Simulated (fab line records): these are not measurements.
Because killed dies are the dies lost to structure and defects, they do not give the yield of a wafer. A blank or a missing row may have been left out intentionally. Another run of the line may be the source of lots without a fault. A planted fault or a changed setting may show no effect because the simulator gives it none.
Code-filled problem report in 8D (eight disciplines) form / flow sky130 / the parts of the form that need people (team, actions taken, sign-off) are left out

== 1. WHAT WENT WRONG ==
Mean of developer_temp_C at SKY_CAPM_DEVELOP_11: 23.91 C across 9 wafers in 3 lots; on wafers with no fault it is 23.00 C (standard deviation 0.1). Measured from the usual mean, that is +9.1 standard deviations.
The step: develop time 60 s.
Earliest sighting: wafer L525.2 on litho_track-02 at day 42 12:10. At this step, 39 wafers from 13 lots have a number in the record. By rule, "out" or "out of limits" means more than 4 standard deviations away from the usual mean. All remaining wafers that have a number are taken as sound.

== 2. WHAT IT IS, AND WHAT IT ISN'T ==
question=which readings at this step | is=developer_temp_C | is not=-
question=which lots | is=L525, L527, L528 | is not=L510, L513, L514, L515, L516, L519, L520, L521, L523, L526
question=which wafers of those lots | is=all that have a number | is not=-
question=read on which tools | is=litho_track-02 | is not=litho_track-01, litho_track-03
question=when | is=from day 42 12:10 | is not=up to then (27 sound wafers); but 3 sound wafers of L526 came after

== 3. THE SUSPECTS, EACH WITH WHAT RULES IT OUT ==
Counting: a tool at a process step up to the reading stays a suspect if it ran every lot that is out and no sound lot after the first of them.
- litho_track-02 at SKY_CAPM_DEVELOP_11 (develop time 60 s): kept. It processed each lot that is out, first L525 at day 42 12:10, and no sound lot thereafter; up to then, the last sound lot it processed was L523 at day 41 11:58. Its own developer_temp_C readings are out on those wafers.
Left after counting: litho_track-02 at SKY_CAPM_DEVELOP_11.

== 4. THE CAUSE (what the simulator had put in) ==
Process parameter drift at SKY_CAPM_DEVELOP_11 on litho_track-02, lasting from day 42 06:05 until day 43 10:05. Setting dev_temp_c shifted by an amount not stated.
Only this tool survived the counting.

== 5. THE EFFECT CHAIN, in route order ==
Each row: a reading where the mean over the struck wafers with a number is more than 3 standard deviations away from the usual. Only readings whose record carries a usual standard deviation are examined. hours: median over the lots of the time between each lot's start at the first step of this table that gives one and its start at this step. sigmas: the change, counted in usual standard deviations.
hours=0; step=SKY_CAPM_DEVELOP_11; reading=developer_temp_C; usual=23.00 C; on struck wafers=23.91; change=+0.91; sigmas=+9.1
Its process steps:
- SKY_CAPM_DEVELOP_11: develop time 60 s.

== 6. WHAT WOULD HAVE CAUGHT IT SOONER ==
The fault began at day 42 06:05; the first out-of-limits reading in this record came at day 42 12:10, 6 hours later.
